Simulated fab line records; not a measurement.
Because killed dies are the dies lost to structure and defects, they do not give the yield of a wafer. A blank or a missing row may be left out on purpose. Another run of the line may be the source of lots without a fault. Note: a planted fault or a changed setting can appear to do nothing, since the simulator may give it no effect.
fab line records ; flow sky130
record lots=10; wafers=30; last_day=49
route steps=708 shown LDD_N@253 LDD_P@262 CAPM@539 PAD_OPEN@708
lots with no fault: from the same line, run without faults
start_h: the number of hours between the record's first day and the start of the first shown wafer of the lot ; wait_h: how many hours have passed since the lot's step before this one ; " same as the row above ; L1.1+2: several wafers, shown together as one row ; - either no value or no given start ; * or withheld: withheld ; < > ~ a bound
route shown NAME@n: names a module that has steps shown in the file, with the first one's number in the route ; usual: mean and standard deviation over wafers with no fault ; same: alike in all rows ; chamber/n: place in a boat ; sites: per-site readings ; _std_site: the values' standard deviation ; _edge_site: inner sites' mean taken away from outer sites' mean ; radius_mm: for every site, how far away it sits from the centre of the wafer ; mask NAME#n: copy n ; behind: the last tool/chamber to shape the wafer ; hold: the reason the lot was held/the length of the hold in hours/how it ended ; device: which transistor (n, p or np) failed to switch ; end of line: the route-end tests of the same wafers ; step lacking rows: just its recipe ; killed: dies that structure and defects cost at the first sort, which is not the same as the wafer's yield ; map: dies across one wafer; x = killed, . = not, _ = none there
set.NAME: the run value of the setting; set.NAME@STEP: its run value at that earlier step ; model.NAME: the simulator's own value behind a step, which no gauge read
a sample of lots followed through the steps of the route, with each step as a table and each wafer as a row
services: a tool's chamber out of use, with start hour (start_h, from the record's first day; less than 0 if before it), hours out, and reason
## steps
# step SKY_LDD_N_STRIP_16
# recipe chemistry=O2/N2; power_w=1400; pressure_mtorr=1500; platen_temp_c=withheld; o2_flow_sccm=3000; n2_flow_sccm=300; overash_fraction=0.5
# usual drypump_motor_current_A=5.8/0.31; oes_product_au=0.407/0.0048; strip_time_to_endpoint_s=4.317/0.013
# same overash_fraction=0.5
lot.wafer;tool;chamber;start_h;wait_h;drypump_motor_current_A;oes_product_au;rf_hours_counter_h;strip_time_to_endpoint_s
L228.1;plasma_asher-02;1;400.49;0.1;5.4;0.398;26;4.319
L228.2;plasma_asher-02;0;400.49;0.1;6.6;0.409;26;4.321
L228.6;plasma_asher-02;0;400.49;0.1;6.6;0.408;-;4.330
L229.3;plasma_asher-04;1;407.81;0.1;5.9;0.407;-;4.311
L229.5;plasma_asher-04;0;407.81;0.1;5.8;0.406;-;4.314
L229.6;plasma_asher-04;1;407.81;0.1;5.8;0.413;-;4.328
L231.3;plasma_asher-02;0;435.97;0.1;6.6;0.413;-;4.326
L231.5;plasma_asher-02;0;435.97;0.1;6.6;0.411;-;4.293
L231.6;plasma_asher-02;1;435.97;0.1;5.5;0.410;-;4.323
L234.2;plasma_asher-04;1;456.75;0.1;5.9;0.402;76;4.348
L234.3;plasma_asher-04;1;456.75;0.1;5.9;0.411;-;4.303
L234.4;plasma_asher-04;0;456.75;0.1;5.8;0.408;-;4.312
L235.1;plasma_asher-04;0;466.94;0.1;5.8;0.418;77;4.336
L235.2;plasma_asher-04;1;466.94;0.1;5.9;0.405;77;4.293
L235.5;plasma_asher-04;0;466.94;0.1;5.8;0.412;-;4.323
L237.1;plasma_asher-01;0;493.32;0.1;5.2;0.405;72;4.307
L237.4;plasma_asher-01;1;493.32;0.1;5.7;0.407;-;4.307
L237.5;plasma_asher-01;1;493.32;0.1;5.8;0.402;-;4.287
L239.2;plasma_asher-04;0;504.17;0.1;5.8;0.404;81;4.304
L239.5;plasma_asher-04;1;504.17;0.1;5.9;0.408;-;4.322
L239.6;plasma_asher-04;0;504.17;0.1;5.8;0.409;-;4.305
L240.1;plasma_asher-04;1;511.45;0.1;5.9;0.415;82;4.324
L240.3;plasma_asher-04;1;511.45;0.1;5.9;0.415;-;4.315
L240.6;plasma_asher-04;1;511.45;0.1;5.9;0.400;-;4.312
L241.1;plasma_asher-04;0;514.87;0.1;5.8;0.414;82;4.327
L241.3;plasma_asher-04;1;514.87;0.1;5.9;0.412;-;4.314
L241.5;plasma_asher-04;0;514.87;0.1;5.8;0.410;-;4.311
L246.2;plasma_asher-04;0;567.25;0.1;5.8;0.410;88;4.325
L246.4;plasma_asher-04;1;567.25;0.1;5.9;0.406;-;4.310
L246.6;plasma_asher-04;1;567.25;0.1;5.9;0.399;-;4.333
# step SKY_LDD_P_CD_MEAS_07
# recipe target_cd_nm=380
# usual cd_nm=379.8/2.1
lot.wafer;tool;chamber;start_h;wait_h;cd_nm
L228.1;cd_sem-01;-;430.47;0.1;381.3
L228.2;cd_sem-01;-;430.47;0.1;385.8
L228.6;cd_sem-01;-;430.47;0.1;381.9
L229.3;cd_sem-02;-;437.71;0.1;380.8
L229.5;cd_sem-02;-;437.71;0.1;380.9
L229.6;cd_sem-02;-;437.71;0.1;382.5
L231.3;cd_sem-02;-;466.88;0.1;377.9
L231.5;cd_sem-02;-;466.88;0.1;374.7
L231.6;cd_sem-02;-;466.88;0.1;374.4
L234.2;cd_sem-02;-;486.84;0.1;375.9
L234.3;cd_sem-02;-;486.84;0.1;379.1
L234.4;cd_sem-02;-;486.84;0.1;377.4
L235.1;cd_sem-02;-;497.62;0.1;380.5
L235.2;cd_sem-02;-;497.62;0.1;379.3
L235.5;cd_sem-02;-;497.62;0.1;379.8
L237.1;cd_sem-01;-;523.62;0.1;378.1
L237.4;cd_sem-01;-;523.62;0.1;380.4
L237.5;cd_sem-01;-;523.62;0.1;381.8
L239.2;cd_sem-02;-;534.67;0.1;377.6
L239.5;cd_sem-02;-;534.67;0.1;375.4
L239.6;cd_sem-02;-;534.67;0.1;378.1
L240.1;cd_sem-01;-;540.65;0.1;378.5
L240.3;cd_sem-01;-;540.65;0.1;377.9
L240.6;cd_sem-01;-;540.65;0.1;378.4
L241.1;cd_sem-01;-;544.34;0.1;381.0
L241.3;cd_sem-01;-;544.34;0.1;378.2
L241.5;cd_sem-01;-;544.34;0.1;378.9
L246.2;cd_sem-02;-;597.12;0.1;380.1
L246.4;cd_sem-02;-;597.12;0.1;379.5
L246.6;cd_sem-02;-;597.12;0.1;379.1
# step SKY_LDD_P_OVL_MEAS_08
# usual LDD_P_OVL=-0.8/1.4
lot.wafer;tool;chamber;start_h;wait_h;LDD_P_OVL[nm]
L228.1;overlay-02;-;430.59;0.1;-0.9
L228.2;overlay-02;-;430.59;0.1;-1.4
L228.6;overlay-02;-;430.59;0.1;-0.4
L229.3;overlay-01;-;437.80;0.1;2.1
L229.5;overlay-01;-;437.80;0.1;0.6
L229.6;overlay-01;-;437.80;0.1;1.7
L231.3;overlay-02;-;466.97;0.1;1.0
L231.5;overlay-02;-;466.97;0.1;-0.5
L231.6;overlay-02;-;466.97;0.1;-1.0
L234.2;overlay-02;-;486.94;0.1;-0.3
L234.3;overlay-02;-;486.94;0.1;0.1
L234.4;overlay-02;-;486.94;0.1;1.0
L235.1;overlay-02;-;497.74;0.1;-2.7
L235.2;overlay-02;-;497.74;0.1;0.8
L235.5;overlay-02;-;497.74;0.1;-2.6
L237.1;overlay-02;-;523.74;0.1;-0.8
L237.4;overlay-02;-;523.74;0.1;-0.8
L237.5;overlay-02;-;523.74;0.1;0.4
L239.2;overlay-01;-;534.78;0.1;-2.0
L239.5;overlay-01;-;534.78;0.1;0.1
L239.6;overlay-01;-;534.78;0.1;-3.7
L240.1;overlay-02;-;540.77;0.1;-4.1
L240.3;overlay-02;-;540.77;0.1;-1.5
L240.6;overlay-02;-;540.77;0.1;-1.6
L241.1;overlay-01;-;544.46;0.1;-0.5
L241.3;overlay-01;-;544.46;0.1;0.4
L241.5;overlay-01;-;544.46;0.1;2.4
L246.2;overlay-02;-;597.23;0.1;0.1
L246.4;overlay-02;-;597.23;0.1;1.4
L246.6;overlay-02;-;597.23;0.1;-0.6
# step SKY_CAPM_SPUTTER_02
# recipe material=TiN; target_thk_nm=200; temp_c=300; power_w=6500; time_s=166.7; chamber_pressure_pa=0.4
# usual susceptor_temp_C=300.01/0.21; throttle_valve_pct=29.4/1.2
lot.wafer;tool;chamber;start_h;wait_h;susceptor_temp_C;throttle_valve_pct
L228.1;pvd_sputter-04;-;850.14;0.1;299.69;28.8
L228.2;pvd_sputter-04;-;850.14;0.1;299.83;27.8
L228.6;pvd_sputter-04;-;850.14;0.1;299.50;29.0
L229.3;pvd_sputter-04;-;855.82;0.0;299.96;29.7
L229.5;pvd_sputter-04;-;855.82;0.0;299.95;27.5
L229.6;pvd_sputter-04;-;855.82;0.0;300.02;29.1
L231.3;pvd_sputter-04;-;874.15;0.0;300.04;28.9
L231.5;pvd_sputter-04;-;874.15;0.0;299.70;27.7
L231.6;pvd_sputter-04;-;874.15;0.0;300.45;28.9
L234.2;pvd_sputter-02;-;892.91;0.0;299.76;31.4
L234.3;pvd_sputter-02;-;892.91;0.0;300.20;30.9
L234.4;pvd_sputter-02;-;892.91;0.0;300.21;30.6
L235.1;pvd_sputter-01;-;905.64;0.1;299.70;28.6
L235.2;pvd_sputter-01;-;905.64;0.1;299.92;30.1
L235.5;pvd_sputter-01;-;905.64;0.1;299.58;30.5
L237.1;pvd_sputter-01;-;920.96;0.1;300.09;28.4
L237.4;pvd_sputter-01;-;920.96;0.1;299.97;29.1
L237.5;pvd_sputter-01;-;920.96;0.1;300.08;29.1
L239.2;pvd_sputter-02;-;934.27;0.0;300.19;30.8
L239.5;pvd_sputter-02;-;934.27;0.0;299.70;31.1
L239.6;pvd_sputter-02;-;934.27;0.0;299.85;31.8
L240.1;pvd_sputter-04;-;938.74;0.1;300.15;30.0
L240.3;pvd_sputter-04;-;938.74;0.1;299.91;27.9
L240.6;pvd_sputter-04;-;938.74;0.1;300.12;29.9
L241.1;pvd_sputter-04;-;939.69;0.1;299.99;28.7
L241.3;pvd_sputter-04;-;939.69;0.1;299.66;29.1
L241.5;pvd_sputter-04;-;939.69;0.1;299.76;28.9
L246.2;pvd_sputter-04;-;985.16;0.0;300.04;30.0
L246.4;pvd_sputter-04;-;985.16;0.0;300.16;28.7
L246.6;pvd_sputter-04;-;985.16;0.0;300.13;27.7
# step SKY_CAPM_RS_MEAS_03
# recipe thk_meas_gauge=four-point-probe; reads=TiN_of_CAPM_SPUTTER_02
# usual CAPM_TIN_RS=6.90/0.087
lot.wafer;tool;chamber;start_h;wait_h;CAPM_TIN_RS[ohm/sq]
L228.1;film_metro-04;-;850.25;0.1;6.98
L228.2;film_metro-04;-;850.25;0.1;6.95
L228.6;film_metro-04;-;850.25;0.1;6.98
L229.3;film_metro-02;-;855.97;0.1;6.87
L229.5;film_metro-02;-;855.97;0.1;6.87
L229.6;film_metro-02;-;855.97;0.1;6.98
L231.3;film_metro-03;-;874.30;0.1;6.89
L231.5;film_metro-03;-;874.30;0.1;6.87
L231.6;film_metro-03;-;874.30;0.1;6.90
L234.2;film_metro-04;-;893.04;0.1;6.89
L234.3;film_metro-04;-;893.04;0.1;6.80
L234.4;film_metro-04;-;893.04;0.1;6.82
L235.1;film_metro-03;-;905.75;0.1;7.10
L235.2;film_metro-03;-;905.75;0.1;7.04
L235.5;film_metro-03;-;905.75;0.1;6.98
L237.1;film_metro-02;-;921.07;0.1;6.99
L237.4;film_metro-02;-;921.07;0.1;7.04
L237.5;film_metro-02;-;921.07;0.1;7.01
L239.2;film_metro-03;-;934.40;0.1;6.77
L239.5;film_metro-03;-;934.40;0.1;6.78
L239.6;film_metro-03;-;934.40;0.1;6.79
L240.1;film_metro-02;-;938.84;0.1;6.88
L240.3;film_metro-02;-;938.84;0.1;6.92
L240.6;film_metro-02;-;938.84;0.1;6.89
L241.1;film_metro-02;-;939.79;0.1;6.95
L241.3;film_metro-02;-;939.79;0.1;6.99
L241.5;film_metro-02;-;939.79;0.1;6.97
L246.2;film_metro-04;-;985.29;0.1;6.65
L246.4;film_metro-04;-;985.29;0.1;6.66
L246.6;film_metro-04;-;985.29;0.1;6.97
# step SKY_CAPM_THK_MEAS_04
# recipe thk_meas_gauge=xrf; reads=TiN_of_CAPM_SPUTTER_02
# usual CAPM_TIN_THK=197.4/2.3
lot.wafer;tool;chamber;start_h;wait_h;CAPM_TIN_THK[nm]
L228.1;film_metro-04;-;850.37;0.1;194.8
L228.2;film_metro-04;-;850.37;0.1;196.1
L228.6;film_metro-04;-;850.37;0.1;194.5
L229.3;film_metro-02;-;856.07;0.1;198.8
L229.5;film_metro-02;-;856.07;0.1;199.7
L229.6;film_metro-02;-;856.07;0.1;196.3
L231.3;film_metro-03;-;874.40;0.1;198.6
L231.5;film_metro-03;-;874.40;0.1;199.4
L231.6;film_metro-03;-;874.40;0.1;199.3
L234.2;film_metro-04;-;893.15;0.1;196.7
L234.3;film_metro-04;-;893.15;0.1;198.9
L234.4;film_metro-04;-;893.15;0.1;199.3
L235.1;film_metro-03;-;905.87;0.1;192.4
L235.2;film_metro-03;-;905.87;0.1;194.8
L235.5;film_metro-03;-;905.87;0.1;195.2
L237.1;film_metro-02;-;921.19;0.1;195.6
L237.4;film_metro-02;-;921.19;0.1;195.2
L237.5;film_metro-02;-;921.19;0.1;195.2
L239.2;film_metro-03;-;934.51;0.1;201.5
L239.5;film_metro-03;-;934.51;0.1;200.7
L239.6;film_metro-03;-;934.51;0.1;200.6
L240.1;film_metro-02;-;938.96;0.1;198.0
L240.3;film_metro-02;-;938.96;0.1;196.6
L240.6;film_metro-02;-;938.96;0.1;197.6
L241.1;film_metro-02;-;939.91;0.1;196.4
L241.3;film_metro-02;-;939.91;0.1;194.4
L241.5;film_metro-02;-;939.91;0.1;195.0
L246.2;film_metro-04;-;985.40;0.1;203.8
L246.4;film_metro-04;-;985.40;0.1;203.9
L246.6;film_metro-04;-;985.40;0.1;194.7
# step SKY_PAD_OPEN_PROBE_99
# usual defect_limited_yield=81.9/1.9; killed_at_M0_to_M3=45/7.3; killed_at_M4_up=3.2/1.8; killed_at_contacts=25/5.5; killed_at_front_end=15/4.2; killed_at_other=0.3/0.69; killed_dies=89/9.4; killed_on_rim=17/3.8; killed_open=49/6.6; killed_short=40/6.4; sort_bin_3_pad_short=0.9/0.43; sort_bin_5_function=10.7/1.5; sort_bin_6_memory=6.5/1.2; sort_n_pass=403/9.4; sort_yield_pct=81.9/1.9
# same gross_dies=492; killed_at_back_side=0; sort_bin_4_leakage[%]=0; sort_bin_8_speed[%]=0
lot.wafer;tool;chamber;start_h;wait_h;defect_limited_yield[%];killed_at_M0_to_M3;killed_at_M4_up;killed_at_contacts;killed_at_front_end;killed_at_other;killed_dies;killed_on_rim;killed_open;killed_short;sort_bin_3_pad_short[%];sort_bin_5_function[%];sort_bin_6_memory[%];sort_n_pass;sort_yield_pct[%]
L229.3;prober-01;-;1081.07;0.2;81.5;45;4;27;15;0;91;25;43;47;1.6;10.6;6.3;401;81.5
L229.5;prober-01;-;1081.17;0.2;77.6;60;3;29;18;0;110;22;58;51;1.2;13.4;7.7;382;77.6
L229.6;prober-01;-;1081.22;0.2;82.3;39;2;25;21;0;87;16;45;41;1.0;11.6;5.1;405;82.3
L239.2;prober-01;-;1144.01;0.1;83.3;39;3;27;11;2;82;21;47;33;1.8;8.3;6.5;410;83.3
L239.5;prober-01;-;1144.16;0.2;82.1;32;3;28;22;3;88;13;49;37;0.4;11.6;5.9;404;82.1
L239.6;prober-01;-;1144.21;0.2;78.0;50;5;28;25;0;108;20;60;48;1.4;14.2;6.3;384;78.0
L240.1;prober-02;-;1145.51;0.1;81.9;48;5;18;17;1;89;16;35;52;0.8;12.6;4.7;403;81.9
L240.3;prober-02;-;1145.61;0.2;81.5;48;2;30;11;0;91;15;50;41;1.0;12.2;5.3;401;81.5
L240.6;prober-02;-;1145.76;0.2;79.7;59;1;26;13;1;100;19;62;38;0.6;12.2;7.5;392;79.7
L241.1;prober-01;-;1145.84;0.1;81.9;53;2;21;13;0;89;19;47;41;0.8;10.2;7.1;403;81.9
L241.3;prober-01;-;1145.94;0.2;79.5;47;3;31;20;0;101;24;48;53;0.6;12.6;7.3;391;79.5
L241.5;prober-01;-;1146.04;0.2;81.5;51;4;20;16;0;91;18;57;34;0.6;12.2;5.7;401;81.5
L246.2;prober-02;-;1180.16;0.1;82.1;42;0;30;15;1;88;17;50;38;0.8;10.2;6.9;404;82.1
L246.4;prober-02;-;1180.26;0.2;80.7;57;3;19;16;0;95;21;48;47;0.8;13.4;5.1;397;80.7
L246.6;prober-02;-;1180.36;0.2;80.5;49;3;33;11;0;96;14;55;41;0.4;11.2;7.9;396;80.5
# killed by level:class
L229.3 METAL1:geometric_particle:short=10 VIA1:geometric_particle:open=10 CONTACT:geometric_particle:open=9 VIA2:geometric_particle:short=7 LI_CONTACT:geometric_particle:open=5 CONTACT:geometric_particle:short=5 POLY_GATE:geometric_particle:open=4 LI_CONTACT:geometric_particle:short=4
L229.5 VIA1:geometric_particle:open=14 LI_CONTACT:geometric_particle:open=9 CONTACT:geometric_particle:open=8 METAL3:geometric_particle:short=8 FIELD_ISO:geometric_particle:open=7 METAL2:geometric_particle:short=7 CONTACT:geometric_particle:short=6 VIA1:geometric_particle:short=6
L229.6 CONTACT:geometric_particle:open=12 VIA1:geometric_particle:open=12 FIELD_ISO:geometric_particle:open=7 POLY_GATE:geometric_particle:short=7 LI_CONTACT:geometric_particle:open=5 METAL2:geometric_particle:short=5 LI_CONTACT:geometric_particle:short=4 METAL1:geometric_particle:short=4
L239.2 CONTACT:geometric_particle:open=12 VIA1:geometric_particle:open=9 VIA3:geometric_particle:open=7 METAL2:geometric_particle:short=7 CONTACT:geometric_particle:short=5 LI_CONTACT:geometric_particle:open=5 VIA2:geometric_particle:open=5 FIELD_ISO:geometric_particle:short=4
L239.5 LI_CONTACT:geometric_particle:open=9 CONTACT:geometric_particle:open=9 VIA1:geometric_particle:open=9 FIELD_ISO:geometric_particle:short=6 FIELD_ISO:geometric_particle:open=5 METAL1:geometric_particle:short=5 VIA3:geometric_particle:open=4 POLY_GATE:geometric_particle:short=3
L239.6 VIA1:geometric_particle:open=15 CONTACT:geometric_particle:open=13 VIA2:geometric_particle:open=11 CONTACT:geometric_particle:short=8 METAL2:geometric_particle:short=7 VIA1:geometric_particle:short=6 FIELD_ISO:geometric_particle:short=5 POLY_GATE:geometric_particle:short=4
L240.1 METAL1:geometric_particle:short=10 VIA3:geometric_particle:short=8 VIA3:geometric_particle:open=7 CONTACT:geometric_particle:open=7 LOCAL_INTERCONNECT:geometric_particle:short=6 VIA1:geometric_particle:short=5 SPACER:geometric_particle:short=4 METAL2:geometric_particle:short=4
L240.3 CONTACT:geometric_particle:open=13 VIA1:geometric_particle:open=11 CONTACT:geometric_particle:short=8 VIA2:geometric_particle:open=8 VIA3:geometric_particle:short=6 METAL2:geometric_particle:short=5 LI_CONTACT:geometric_particle:open=4 METAL1:geometric_particle:short=4
L240.6 VIA1:geometric_particle:open=17 LOCAL_INTERCONNECT:geometric_particle:short=7 LI_CONTACT:geometric_particle:open=7 VIA3:geometric_particle:open=7 CONTACT:geometric_particle:open=6 METAL1:geometric_particle:open=5 FIELD_ISO:geometric_particle:open=5 METAL2:geometric_particle:open=5
L241.1 VIA2:geometric_particle:open=11 LI_CONTACT:geometric_particle:open=8 VIA1:geometric_particle:open=8 METAL1:geometric_particle:short=7 CONTACT:geometric_particle:open=6 VIA3:geometric_particle:open=6 METAL2:geometric_particle:short=6 POLY_GATE:geometric_particle:short=5
L241.3 VIA1:geometric_particle:open=10 CONTACT:geometric_particle:open=9 VIA3:geometric_particle:open=9 METAL1:geometric_particle:short=7 FIELD_ISO:geometric_particle:short=6 LOCAL_INTERCONNECT:geometric_particle:short=6 CONTACT:geometric_particle:short=5 POLY_GATE:geometric_particle:short=5
L241.5 VIA1:geometric_particle:open=11 CONTACT:geometric_particle:open=8 METAL2:geometric_particle:short=8 VIA2:geometric_particle:open=8 VIA3:geometric_particle:open=8 LI_CONTACT:geometric_particle:open=6 POLY_GATE:geometric_particle:open=5 METAL1:geometric_particle:open=4
L246.2 CONTACT:geometric_particle:open=10 VIA1:geometric_particle:open=9 LI_CONTACT:geometric_particle:open=8 VIA2:geometric_particle:open=8 CONTACT:geometric_particle:short=6 METAL1:geometric_particle:short=6 FIELD_ISO:geometric_particle:short=5 SPACER:geometric_particle:short=4
L246.4 VIA2:geometric_particle:open=9 VIA1:geometric_particle:open=9 VIA3:geometric_particle:open=9 FIELD_ISO:geometric_particle:short=8 CONTACT:geometric_particle:open=7 METAL2:geometric_particle:short=6 METAL1:geometric_particle:short=5 VIA2:geometric_particle:short=5
L246.6 VIA1:geometric_particle:open=14 CONTACT:geometric_particle:open=11 VIA3:geometric_particle:open=10 CONTACT:geometric_particle:short=8 VIA1:geometric_particle:short=7 LI_CONTACT:geometric_particle:open=7 FIELD_ISO:geometric_particle:open=5 METAL2:geometric_particle:short=4
## services
tool;chamber;start_h;hours;kind
plasma_asher-01;-;401.25;3.0;repair
pvd_sputter-01;-;409.32;1.9;repair
plasma_asher-02;-;420.11;7.4;repair
plasma_asher-02;-;448.04;21.6;pm
plasma_asher-02;-;485.15;2.9;repair
pvd_sputter-01;-;495.13;36.8;repair
pvd_sputter-02;-;508.08;3.6;repair
pvd_sputter-01;-;545.02;1.0;repair
pvd_sputter-04;-;565.94;4.1;repair
plasma_asher-01;-;599.68;2.8;pm
pvd_sputter-04;-;672.37;7.4;repair
plasma_asher-01;-;728.96;0.9;repair
plasma_asher-04;-;733.75;9.0;pm
plasma_asher-04;0;733.75;9.0;vent_cycle
plasma_asher-04;1;733.75;9.0;vent_cycle
plasma_asher-04;0;742.75;-;clean
pvd_sputter-02;-;810.82;3.4;repair
plasma_asher-04;-;816.29;3.6;repair
pvd_sputter-01;-;855.56;1.3;repair
plasma_asher-04;-;900.28;9.3;repair
pvd_sputter-04;-;909.05;1.5;repair
pvd_sputter-04;-;952.46;1.3;repair
pvd_sputter-02;-;965.40;1.8;repair
pvd_sputter-01;-;968.76;1.4;repair
## key
first_sign step=SKY_CAPM_RS_MEAS_03; reading=CAPM_TIN_RS; direction=down; sigmas=2.9; usual=6.90; struck=6.65
effect step=SKY_CAPM_THK_MEAS_04; reading=CAPM_TIN_THK; direction=up; sigmas=2.8; usual=197.4; struck=203.8
met_at SKY_CAPM_SPUTTER_02
struck_lots L246
struck_wafers L246.2,L246.4
not_acting_at SKY_LDD_N_STRIP_16,SKY_LDD_P_CD_MEAS_07,SKY_LDD_P_OVL_MEAS_08
onset_between 939.69 985.16
fault kind=process_parameter_drift; tool=pvd_sputter-04; chamber=-; onset_h=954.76; steps=SKY_CAPM_SPUTTER_02; channel=time_s; offset=*; shape=step; end_h=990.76; scope=struck_wafers_only; acts_in=*; stated=*
